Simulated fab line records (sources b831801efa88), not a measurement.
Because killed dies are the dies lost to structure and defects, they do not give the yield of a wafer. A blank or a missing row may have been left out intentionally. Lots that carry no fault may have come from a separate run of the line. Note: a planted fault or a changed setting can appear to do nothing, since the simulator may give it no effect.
A lot that was struck, set against a sound lot || flow sky130 || 18 steps out of a route of 708
Sound: wafers L573.3, L573.4, L573.6. Struck: wafers L576.3, L576.4, L576.5. Last of all comes the cause.
For every step that has rows: the tool of each side, followed by ch and its chambers, followed by its first start. Under that, the readings that differ: sound wafers || struck wafers || difference of the means || sigmas: that difference in standard deviations of wafers without a fault.
alike: readings with means less than 2 such deviations apart, plus words and numbers identical on both sides. not compared: withheld readings, readings lacking a value on some wafer, bounds such as >300 that could conceal the same value, and numbers that have no deviation in the record and whose values overlap.
The two part at a step that has a row with sigmas, a row that says differs or no value, or rows on one side only. Non-overlapping numbers with no deviation appear without sigmas and do not part them. A reading missing from all wafers of one side parts the sides only when that side holds two or more wafers.

first, 4 steps without rows for these wafers: SKY_LDD_HVP_SOFTBAKE_03 (time 60 s); SKY_LDD_HVP_EXPOSE_04 (exposes mask HVPTM, target cd 700 nm); SKY_LDD_HVP_PEB_05; SKY_LDD_HVP_DEVELOP_06 (develop time 60 s).
SKY_LDD_HVP_OVL_MEAS_07:
  sound on overlay-02 at day 24 00:13; struck on overlay-01 at day 25 07:38
  alike: LDD_HVP_OVL
following that, these wafers have no rows for 1 step: SKY_LDD_HVP_IMPLANT_08.
SKY_LDD_HVP_STRIP_09: strips in O2/N2.
  sound on plasma_asher-03 ch 0,1, day 24 00:25; struck on plasma_asher-04 ch 0,1, day 25 07:51
  alike: drypump_motor_current_A, oes_product_au, strip_time_to_endpoint_s
  not compared: rf_hours_counter_h
SKY_LDD_HVP_TW_MEAS_10:
  sound on film_metro-02 at day 24 00:30; struck on film_metro-02 at day 25 07:56
  alike: LDD_HVP_TW
then, 4 steps without rows for these wafers: SKY_LDD_LDN_DEHYDRATE_00 (time 60 s); SKY_LDD_LDN_HMDS_01 (prime time 60 s); SKY_LDD_LDN_COAT_02 (resist thk 1140 nm); SKY_LDD_LDN_SOFTBAKE_03 (time 60 s).
SKY_LDD_LDN_EXPOSE_04: exposes mask LDNTM, target cd 700 nm.
  sound on iline_stepper-01 ch 0, day 24 15:46; struck on iline_stepper-01 ch 0, day 25 23:00
{"reading": "focus_offset_nm (nm)", "sound": "-1.1 -0.6 -0.9", "struck": "0.8 0.1 -0.2", "difference": "+1.1", "sigmas": "+2"}
{"reading": "model.LDD_LDN.overlay_x_nm (nm)", "sound": "-0.1474 -0.1474 -0.1474", "struck": "43.81 43.81 43.81", "difference": "+43.96", "sigmas": ""}
  alike: mask, stage_vel_mm_s
then, 2 steps without rows for these wafers: SKY_LDD_LDN_PEB_05; SKY_LDD_LDN_DEVELOP_06 (develop time 60 s).
SKY_LDD_LDN_OVL_MEAS_07:
  sound on overlay-02 at day 25 05:49; struck on overlay-01 at day 26 13:16
{"reading": "LDD_LDN_OVL (nm)", "sound": "-1.8 -1.4 -2.3", "struck": "43.0 42.6 40.5", "difference": "+43.9", "sigmas": "+34"}
then, 2 steps without rows for these wafers: SKY_LDD_LDN_IMPLANT_08; SKY_PAD_OPEN_PROBE_99.

== WHERE THEY PART ==
Last at SKY_LDD_LDN_OVL_MEAS_07 as far as this record goes, first at SKY_LDD_LDN_EXPOSE_04.

WHY: what had been put in by the simulator
Scanner matching overlay: iline_stepper-01, from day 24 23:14 on, at SKY_LDD_LDN_EXPOSE_04. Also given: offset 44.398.
